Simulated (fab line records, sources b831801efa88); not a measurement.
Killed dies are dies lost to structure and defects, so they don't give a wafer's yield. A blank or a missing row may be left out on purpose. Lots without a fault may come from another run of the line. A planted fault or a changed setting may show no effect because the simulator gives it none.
Chamber matching | flow sky130 | SKY_FIELD_ISO_ETCH_14 on rie_diel-02: 4 sister chambers
The step etches BARC in N2/H2, stops on SiO2, time 45.9 s, target depth 60 nm. 16 wafers are shown with their chamber, then 7 later ones without.

WAFERS WITH THEIR CHAMBER
wafer  | chamber | run_length_s (s) | throttle_valve_pct (%) | oes_product_au (a.u.)
L588.2 | 1       | 73.6             | 13.258                 | 0.849
L588.3 | 3       | 73.5             | 13.226                 | 0.859
L588.6 | 2       | 74.2             | 13.215                 | 0.859
L590.2 | 3       | 73.4             | 13.212                 | 0.858
L590.3 | 2       | 74.1             | 13.216                 | 0.857
L590.6 | 0       | 74.2             | 13.220                 | 0.848
L591.2 | 2       | 74.5             | 13.223                 | 0.857
L591.5 | 0       | 73.8             | 13.218                 | 0.855
L591.6 | 1       | 73.9             | 13.225                 | 0.865
L592.1 | 3       | 73.6             | 13.224                 | 0.855
L592.2 | 1       | 74.3             | 13.216                 | 0.856
L592.3 | 0       | 73.8             | 13.236                 | 0.856
L595.1 | 3       | 73.4             | 13.222                 | 0.859
L595.2 | 2       | 74.8             | 13.231                 | 0.859
L595.3 | 0       | 73.9             | 13.225                 | 0.857
L598.1 | 0       | 73.7             | 13.238                 | 0.857

SIGNATURES (means of the wafers above)
reading            | chamber 0 | chamber 1 | chamber 2 | chamber 3 | scatter within a chamber
run_length_s       | 73.880    | 73.933    | 74.400    | 73.475    | 0.245
throttle_valve_pct | 13.22740  | 13.23300  | 13.22125  | 13.22100  | 0.0115
oes_product_au     | 0.85460   | 0.85667   | 0.85800   | 0.85775   | 0.00409
Rule: a wafer's distance from a chamber is the root of the sum, over the readings, of the square of ((its reading less the chamber's mean) divided by the reading's scatter). The wafer belongs to the nearest chamber; if the next one is less than 2 further off, it can't be placed. The scatter: the root of (the sum of the squares of (reading less its chamber's mean) over the shown wafers, divided by (wafers less chambers)).

WAFERS WITHOUT THEIR CHAMBER
wafer  | run_length_s (s) | throttle_valve_pct (%) | oes_product_au (a.u.)
L598.5 | 74.0             | 13.219                 | 0.867
L598.6 | 73.8             | 13.229                 | 0.852
L600.2 | 74.3             | 13.233                 | 0.856
L600.5 | 73.8             | 13.227                 | 0.853
L600.6 | 73.9             | 13.221                 | 0.849
L606.2 | 73.8             | 13.211                 | 0.861
L606.4 | 73.6             | 13.238                 | 0.851

WHICH CHAMBER EACH WENT THROUGH
wafer  | from the rows above               | in truth
L598.5 | can't be placed: 2 or 1 or 3 or 0 | 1
L598.6 | can't be placed: 0 or 1 or 3      | 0
L600.2 | can't be placed: 2 or 1 or 0      | 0
L600.5 | can't be placed: 0 or 1 or 3      | 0
L600.6 | can't be placed: 0 or 1 or 3 or 2 | 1
L606.2 | can't be placed: 3 or 0 or 1 or 2 | 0
L606.4 | can't be placed: 0 or 1 or 3      | 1
Placed correctly: 0 of 7. Can't be placed from these rows: 7 (the true chamber is among the candidates in 7). Placed wrongly: 0.
